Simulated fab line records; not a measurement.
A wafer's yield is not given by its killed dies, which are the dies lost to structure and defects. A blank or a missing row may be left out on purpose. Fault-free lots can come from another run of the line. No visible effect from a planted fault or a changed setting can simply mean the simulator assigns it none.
A struck lot beside a sound one    flow gf180mcu    15 out of 602 route steps
Sound: wafers L102.1, L102.4, L102.6. Wafers L114.1, L114.3, L114.4 were the ones struck. Last of all comes the cause.
Order at every step that has rows: each side's tool, ch and its chambers, its first start. Under that, the readings that differ: sound wafers    struck wafers    difference of the means    sigmas: that difference in standard deviations of wafers without a fault.
alike: words and numbers the same on both sides, and readings whose means are apart by under 2 such deviations; not compared: readings that were withheld, readings missing a value for some wafer, numbers with overlapping values and no deviation given by the record, and bounds like >300 which may hide the same value.
The two part at a step that has a row with sigmas, a row that says differs or no value, or rows on one side only. Numbers that don't overlap but have no deviation are shown without sigmas and don't part them. Lack of a reading on every wafer of one side parts them only where that side has two or more wafers.

first, 7 steps without rows for these wafers: GF_V4_HMDS_07 (prime time 60 s); GF_V4_COAT_08; GF_V4_COAT_09 (resist thk 1000 nm); GF_V4_SOFTBAKE_10 (time 60 s); GF_V4_EXPOSE_11 (exposes mask Via4, target cd 260 nm); GF_V4_PEB_12 (peb time 90 s); GF_V4_DEVELOP_13 (develop time 60 s).
GF_V4_CD_MEAS_14: the cd target is 260 nm.
  sound on cd sem-01, day 26 04:29; struck on cd sem-02, day 29 22:07
  alike: cd nm
GF_V4_OVL_MEAS_15:
  sound on overlay-02, day 26 04:37; struck on overlay-01, day 29 22:14
  alike: V4_OVL
GF_V4_ETCH_16: etches BARC in N2/H2.
  sound on rie diel-02 ch 1,2,3, day 26 04:39; struck on rie diel-02 ch 0,1,2, day 29 22:17
  alike: drypump motor current A, oes product au, throttle valve pct
GF_V4_ETCH_17: etches SiO2 in C4F8/O2/Ar, stops on TiN, target depth 630 nm.
  sound on rie diel-02 ch 1,2,3; struck on rie diel-02 ch 0,1,2
  alike: oes product au
GF_V4_STRIP_18: strips in O2/N2.
  sound on plasma asher-03 ch 0,1, day 26 04:47; struck on plasma asher-03 ch 0,1, day 29 22:25
  alike: chamber pressure mTorr, drypump motor current A, heater power w, oes product au
  not compared: rf hours counter h
GF_V4_STRIP_19: strips in post etch residue remover, time 1200 s.
  sound on wet bench-04 ch 2, day 26 04:53; struck on wet bench-04 ch 3, day 29 22:31
  no value came back on the struck wafers for bath guard temp C (C), bath heat duty pct (%); on the sound wafers bath guard temp C (C) reads 72.6 73.0 73.0
then, 1 step without rows for these wafers: GF_V4_CLEAN_20 (cleans in DIW).
-- the record jumps here: 4 days lie between the struck wafers' starts before and after (it left off in module V4 and takes up again in module PASSIVATION, whose first step shown is number 602 of the route) --
GF_PASSIVATION_PROBE_99:
  sound on prober-02, day 30 14:04; struck on prober-02, day 33 19:32
reading                        sound              struck            difference  sigmas
model.etest.via4 chain.rc ohm  6.483 6.646 6.558  7.71 7.434 7.732  +1.06       

## WHERE THEY PART
GF_V4_STRIP_19 only, going by this record.

WHY: whatever the simulator had introduced
Whole step skipped at GF_V4_STRIP_19 on wet bench-04, starting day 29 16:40. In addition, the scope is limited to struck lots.
